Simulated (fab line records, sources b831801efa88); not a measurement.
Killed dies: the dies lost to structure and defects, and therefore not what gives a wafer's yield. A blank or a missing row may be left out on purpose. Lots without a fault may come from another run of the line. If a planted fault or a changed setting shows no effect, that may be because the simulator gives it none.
What tool caused it? :: flow gf180mcu :: 33 wafers from 11 lots sampled at 4 of the route's 602 steps

WHAT THE GAUGES SHOWED, per wafer
GF_STI_BOW_MEAS_00.
lot: L512
measured: day 1 10:01
on: film_metro-03
INCOMING_BOW (um): -6 -4 10

lot: L513
measured: day 1 15:01
on: film_metro-02
INCOMING_BOW (um): -3 5 3

lot: L514
measured: day 1 20:00
on: film_metro-02
INCOMING_BOW (um): 11 0 3

lot: L515
measured: day 2 01:00
on: film_metro-02
INCOMING_BOW (um): -1 -9 6

lot: L516
measured: day 2 06:02
on: film_metro-03
INCOMING_BOW (um): -2 0 12

lot: L520
measured: day 3 02:02
on: film_metro-01
INCOMING_BOW (um): -3 -1 -6

lot: L522
measured: day 3 12:01
on: film_metro-03
INCOMING_BOW (um): 7 8 -7

lot: L526
measured: day 4 08:00
on: film_metro-02
INCOMING_BOW (um): 1 3 5

lot: L531
measured: day 5 09:04
on: film_metro-03
INCOMING_BOW (um): -2 5 -4

lot: L533
measured: day 5 19:00
on: film_metro-03
INCOMING_BOW (um): -12 -3 3

lot: L535
measured: day 6 05:02
on: film_metro-02
INCOMING_BOW (um): 7 -10 7

GF_VT_IMPLANT_OVL_MEAS_07.
lot: L512
measured: day 5 16:19
on: overlay-01
VT_IMPLANT_OVL (nm): 1.4 1.4 1.1

lot: L513
measured: day 5 22:10
on: overlay-01
VT_IMPLANT_OVL (nm): -0.7 0.7 -0.5

lot: L514
measured: day 6 03:39
on: overlay-01
VT_IMPLANT_OVL (nm): 0.8 1.2 1.5

lot: L515
measured: day 6 10:46
on: overlay-02
VT_IMPLANT_OVL (nm): 1.0 2.7 1.1

lot: L516
measured: day 6 16:58
on: overlay-02
VT_IMPLANT_OVL (nm): 0.9 0.6 0.6

lot: L520
measured: day 7 17:28
on: overlay-01
VT_IMPLANT_OVL (nm): -2.6 -1.3 -0.7

lot: L522
measured: day 8 03:40
on: overlay-01
VT_IMPLANT_OVL (nm): 0.7 -1.4 0.8

lot: L526
measured: day 9 02:40
on: overlay-02
VT_IMPLANT_OVL (nm): -0.9 -0.2 -1.0

lot: L531
measured: day 10 12:34
on: overlay-01
VT_IMPLANT_OVL (nm): 0.5 1.4 -0.1

lot: L533
measured: day 10 22:37
on: overlay-02
VT_IMPLANT_OVL (nm): 1.0 1.3 1.6

lot: L535
measured: day 11 12:01
on: overlay-01
VT_IMPLANT_OVL (nm): 0.3 -0.7 -0.9

GF_DUAL_GATE_THK_MEAS_03.
lot: L512
measured: day 7 17:52
on: film_metro-03
DUAL_GATE_OXIDATION_00_THK (nm): 10.89 10.76 10.95

lot: L513
measured: day 7 23:04
on: film_metro-03
DUAL_GATE_OXIDATION_00_THK (nm): 10.65 10.59 10.41

lot: L514
measured: day 8 05:23
on: film_metro-01
DUAL_GATE_OXIDATION_00_THK (nm): 11.01 11.07 11.04

lot: L515
measured: day 8 12:40
on: film_metro-02
DUAL_GATE_OXIDATION_00_THK (nm): 10.68 10.86 10.70

lot: L516
measured: day 8 19:59
on: film_metro-02
DUAL_GATE_OXIDATION_00_THK (nm): 10.68 10.86 10.89

lot: L520
measured: day 9 22:08
on: film_metro-01
DUAL_GATE_OXIDATION_00_THK (nm): 10.91 11.22 10.89

lot: L522
measured: day 10 07:52
on: film_metro-01
DUAL_GATE_OXIDATION_00_THK (nm): 9.91 9.68 9.77

lot: L526
measured: day 11 13:31
on: film_metro-02
DUAL_GATE_OXIDATION_00_THK (nm): 9.59 9.36 9.27

lot: L531
measured: day 13 00:54
on: film_metro-02
DUAL_GATE_OXIDATION_00_THK (nm): 11.01 11.03 10.87

lot: L533
measured: day 13 12:09
on: film_metro-02
DUAL_GATE_OXIDATION_00_THK (nm): 11.31 10.98 11.03

lot: L535
measured: day 14 01:25
on: film_metro-03
DUAL_GATE_OXIDATION_00_THK (nm): 10.85 10.87 10.85

WHICH TOOL RAN EACH LOT (tool, then ch and the chambers of the sampled wafers, then the start)
lot: L512
GF_DUAL_GATE_OXIDATION_02: furnace-02 ch 0, day 7 16:25

lot: L513
GF_DUAL_GATE_OXIDATION_02: furnace-01 ch 0, day 7 21:37

lot: L514
GF_DUAL_GATE_OXIDATION_02: furnace-01 ch 0, day 8 03:56

lot: L515
GF_DUAL_GATE_OXIDATION_02: furnace-02 ch 0, day 8 11:13

lot: L516
GF_DUAL_GATE_OXIDATION_02: furnace-01 ch 0, day 8 18:31

lot: L520
GF_DUAL_GATE_OXIDATION_02: furnace-01 ch 0, day 9 20:42

lot: L522
GF_DUAL_GATE_OXIDATION_02: furnace-01 ch 0, day 10 06:25

lot: L526
GF_DUAL_GATE_OXIDATION_02: furnace-01 ch 0, day 11 12:04

lot: L531
GF_DUAL_GATE_OXIDATION_02: furnace-02 ch 0, day 12 23:25

lot: L533
GF_DUAL_GATE_OXIDATION_02: furnace-02 ch 0, day 13 10:38

lot: L535
GF_DUAL_GATE_OXIDATION_02: furnace-02 ch 0, day 13 23:58
- GF_DUAL_GATE_OXIDATION_02: stabilise 600 s, purge 300 s, target thk 10.887 nm.

AS READ BY THE TOOLS THEMSELVES (means over the sampled wafers that have a number; for cases with no such wafer, the mark the record gives instead)
GF_DUAL_GATE_OXIDATION_02.
lot: L512
tool: furnace-02
spike_tc_bottom_C (C): 916
spike_tc_centre_C (C): 899.8
spike_tc_lower_C (C): 900.0
spike_tc_top_C (C): 917
spike_tc_upper_C (C): 899.8
tube_center_temp_C (C): 900.04
tube_center_temp_C_max: 902.6
zone_power_top_pct (%): 32.5
zone_power_upper_pct (%): 16.4

lot: L513
tool: furnace-01
spike_tc_bottom_C (C): 924
spike_tc_centre_C (C): 901.1
spike_tc_lower_C (C): 899.9
spike_tc_top_C (C): 905
spike_tc_upper_C (C): 900.4
tube_center_temp_C (C): 899.94
tube_center_temp_C_max: 902.2
zone_power_top_pct (%): 37.5
zone_power_upper_pct (%): 15.9

lot: L514
tool: furnace-01
spike_tc_bottom_C (C): 923
spike_tc_centre_C (C): 900.9
spike_tc_lower_C (C): 899.4
spike_tc_top_C (C): 905
spike_tc_upper_C (C): 899.6
tube_center_temp_C (C): 899.94
tube_center_temp_C_max: 902.4
zone_power_top_pct (%): 37.6
zone_power_upper_pct (%): 15.9

lot: L515
tool: furnace-02
spike_tc_bottom_C (C): 917
spike_tc_centre_C (C): 901.0
spike_tc_lower_C (C): 900.6
spike_tc_top_C (C): 917
spike_tc_upper_C (C): 899.9
tube_center_temp_C (C): 899.98
tube_center_temp_C_max: 902.2
zone_power_top_pct (%): 32.4
zone_power_upper_pct (%): 16.5

lot: L516
tool: furnace-01
spike_tc_bottom_C (C): 923
spike_tc_centre_C (C): 903.1
spike_tc_lower_C (C): 898.4
spike_tc_top_C (C): 905
spike_tc_upper_C (C): 901.1
tube_center_temp_C (C): 900.06
tube_center_temp_C_max: 902.6
zone_power_top_pct (%): 37.4
zone_power_upper_pct (%): 16.0

lot: L520
tool: furnace-01
spike_tc_bottom_C (C): 923
spike_tc_centre_C (C): 902.3
spike_tc_lower_C (C): 898.2
spike_tc_top_C (C): 904
spike_tc_upper_C (C): 901.3
tube_center_temp_C (C): 900.03
tube_center_temp_C_max: 902.6
zone_power_top_pct (%): 37.6
zone_power_upper_pct (%): 15.8

lot: L522
tool: furnace-01
spike_tc_bottom_C (C): 911
spike_tc_centre_C (C): 890.6
spike_tc_lower_C (C): 887.6
spike_tc_top_C (C): 892
spike_tc_upper_C (C): 888.4
tube_center_temp_C (C): 887.97
tube_center_temp_C_max: 890.9
zone_power_top_pct (%): 36.7
zone_power_upper_pct (%): 15.6

lot: L526
tool: furnace-01
spike_tc_bottom_C (C): 911
spike_tc_centre_C (C): 890.9
spike_tc_lower_C (C): 886.8
spike_tc_top_C (C): 893
spike_tc_upper_C (C): 888.5
tube_center_temp_C (C): 888.07
tube_center_temp_C_max: 890.7
zone_power_top_pct (%): 36.7
zone_power_upper_pct (%): 15.5

lot: L531
tool: furnace-02
spike_tc_bottom_C (C): 917
spike_tc_centre_C (C): 901.4
spike_tc_lower_C (C): 900.2
spike_tc_top_C (C): 918
spike_tc_upper_C (C): 899.6
tube_center_temp_C (C): 900.01
tube_center_temp_C_max: 902.6
zone_power_top_pct (%): 32.5
zone_power_upper_pct (%): 16.4

lot: L533
tool: furnace-02
spike_tc_bottom_C (C): 916
spike_tc_centre_C (C): 898.8
spike_tc_lower_C (C): 898.8
spike_tc_top_C (C): 917
spike_tc_upper_C (C): 899.3
tube_center_temp_C (C): 899.90
tube_center_temp_C_max: 902.1
zone_power_top_pct (%): 32.5
zone_power_upper_pct (%): 16.5

lot: L535
tool: furnace-02
spike_tc_bottom_C (C): 916
spike_tc_centre_C (C): 900.4
spike_tc_lower_C (C): 898.5
spike_tc_top_C (C): 917
spike_tc_upper_C (C): 899.8
tube_center_temp_C (C): 899.98
tube_center_temp_C_max: 902.2
zone_power_top_pct (%): 32.8
zone_power_upper_pct (%): 16.3

THE ANSWER, worked out from the rows above alone
Rule: what is usual is taken from the lots themselves. Put in order of their means at a reading, lots are off if they are a third of the lots or fewer, leave a main group of 4 or more, and stand apart from it by a gap of 3 or more times the standard deviation of the main group's means; of several such gaps the widest counts. The tables above print the reading to a certain number of digits; a main group whose means all agree to those digits is not used. A lot without any number at a reading at which 4 lots or more have one is off too. The other lots that the step has rows for count as sound. After the gauges, taken in route order, come the tools' own readings; for these a lot's mean is taken, as printed above. At the first step where some lot is off, the reading lying furthest off is the one used; lots without a number count as furthest.
Off: at GF_DUAL_GATE_THK_MEAS_03 (DUAL_GATE_OXIDATION_00_THK), L522, L526. The main group: mean 10.88 nm, standard deviation 0.16.
A tool fits if, at a process step before that reading, it ran every lot that is off, and no sound lot after the first of them. Not tried: the gauges at GF_DUAL_GATE_THK_MEAS_03; whatever is off there is also off at GF_DUAL_GATE_OXIDATION_02, on other tools, and gauge error can't account for it. One candidate fits, namely furnace-01 at GF_DUAL_GATE_OXIDATION_02. A fault onset in the window from L520 (day 9 20:42, its last sound lot) to L522 (day 10 06:25, its first lot off) fits.
The tool's own readings at GF_DUAL_GATE_OXIDATION_02 bear it out: on the lots that are off they differ by more than 5 times the standard deviation of the sound lots' means. spike_tc_centre_C reads 890.8 C there against 901.0 C on the sound lots; spike_tc_lower_C reads 887.2 C there against 899.3 C on the sound lots; spike_tc_upper_C reads 888.5 C there against 900.1 C on the sound lots; tube_center_temp_C reads 888.02 C there against 899.99 C on the sound lots; tube_center_temp_C_max reads 890.8 there against 902.4 on the sound lots.

WHAT THE SIMULATOR HAD PUT IN
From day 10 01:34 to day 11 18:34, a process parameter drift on furnace-01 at GF_DUAL_GATE_OXIDATION_02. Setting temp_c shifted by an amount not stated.
Struck lots among those shown: L522, L526. The rule given above showed the same thing.
